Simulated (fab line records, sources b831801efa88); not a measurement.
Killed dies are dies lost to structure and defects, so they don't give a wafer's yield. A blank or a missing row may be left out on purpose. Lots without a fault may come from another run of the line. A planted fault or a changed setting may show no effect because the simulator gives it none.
Tool commonality check | flow sky130 | 14 lots, 42 wafers sampled

WHY IT WAS OPENED
At SKY_POLY_GATE_THK_MEAS_01 the reading POLY_GATE_CVD_00_THK is flagged on 2 of 14 lots. Wafers without a fault read 180.3 nm, standard deviation 1.6.
Rule: a lot is flagged when every wafer of it that has a number lies more than 4 standard deviations from that mean, or none has a number. The other lots count as sound.

lot  | measured     | on            | POLY_GATE_CVD_00_THK (nm), wafer by wafer | flag
L319 | day 14 04:49 | film_metro-03 | 181.9 181.7 183.1                         |
L320 | day 14 09:16 | film_metro-01 | 182.0 180.7 183.7                         |
L321 | day 14 20:18 | film_metro-02 | 180.2 179.0 179.0                         |
L322 | day 15 05:05 | film_metro-02 | 181.5 179.9 181.1                         |
L324 | day 15 16:46 | film_metro-03 | 180.5 180.9 178.0                         |
L325 | day 15 23:13 | film_metro-03 | 180.8 177.6 178.1                         |
L326 | day 17 01:30 | film_metro-01 | 179.4 180.1 180.0                         |
L328 | day 17 08:22 | film_metro-03 | 178.9 178.4 177.3                         |
L329 | day 17 17:53 | film_metro-02 | 180.8 182.4 179.6                         |
L332 | day 18 12:44 | film_metro-01 | 254.1 255.0 254.8                         | FLAGGED
L333 | day 18 23:22 | film_metro-02 | 254.2 254.5 254.7                         | FLAGGED
L340 | day 21 09:08 | film_metro-01 | 181.2 180.1 182.7                         |
L341 | day 22 00:26 | film_metro-01 | 179.3 178.9 178.9                         |
L342 | day 22 02:55 | film_metro-03 | 179.5 176.3 177.4                         |
The numbers of the flagged lots are 254.6 nm on average: +74.2 nm against the usual, or +46 standard deviations.

WHICH TOOL RAN EACH LOT
The record holds 1 process step before the reading, out of a route of 708 steps. In each cell: the tool, then ch and the chambers that the sampled wafers went through, then the start.
lot  | flag    | SKY_POLY_GATE_CVD_00
L319 |         | lpcvd-01 ch 0, day 14 03:37
L320 |         | lpcvd-01 ch 1, day 14 08:03
L321 |         | lpcvd-01 ch 0, day 14 19:06
L322 |         | lpcvd-01 ch 0, day 15 03:53
L324 |         | lpcvd-01 ch 1, day 15 15:34
L325 |         | lpcvd-01 ch 1, day 15 21:59
L326 |         | lpcvd-01 ch 0, day 17 00:17
L328 |         | lpcvd-01 ch 0, day 17 07:08
L329 |         | lpcvd-01 ch 0, day 17 16:40
L332 | FLAGGED | lpcvd-01 ch 1, day 18 11:31
L333 | FLAGGED | lpcvd-01 ch 1, day 18 21:34
L340 |         | lpcvd-01 ch 0, day 21 07:55
L341 |         | lpcvd-01 ch 1, day 21 23:13
L342 |         | lpcvd-01 ch 1, day 22 01:43
What these steps do:
- SKY_POLY_GATE_CVD_00: deposits poly-Si, target thk 180 nm, time 720 s.
- SKY_POLY_GATE_THK_MEAS_01

FLAGGED OVER TOTAL, TOOL BY TOOL (the gauges that took the reading come last)
step                      | tool          | lots run | flagged | share of the flagged lots | sound lots run after its first flagged lot
SKY_POLY_GATE_CVD_00      | lpcvd-01      | 14       | 2       | all                       | 3 (L340,L341,L342)
SKY_POLY_GATE_THK_MEAS_01 | film_metro-01 | 5        | 1       | some                      | 2 (L340,L341)
SKY_POLY_GATE_THK_MEAS_01 | film_metro-02 | 4        | 1       | some                      | 0
SKY_POLY_GATE_THK_MEAS_01 | film_metro-03 | 5        | 0       | none                      | -

WHAT THE TABLE ALLOWS
1 row of the table ran every flagged lot: lpcvd-01 at SKY_POLY_GATE_CVD_00.
- lpcvd-01 at SKY_POLY_GATE_CVD_00: 2 of its 14 lots flagged. Sound lots ran on it after the first flagged one (L340, L341, L342), which a lasting fault on the whole tool wouldn't allow.
No row of the table ran every flagged lot and no sound lot after the first.

WHAT THE SIMULATOR HAD PUT IN
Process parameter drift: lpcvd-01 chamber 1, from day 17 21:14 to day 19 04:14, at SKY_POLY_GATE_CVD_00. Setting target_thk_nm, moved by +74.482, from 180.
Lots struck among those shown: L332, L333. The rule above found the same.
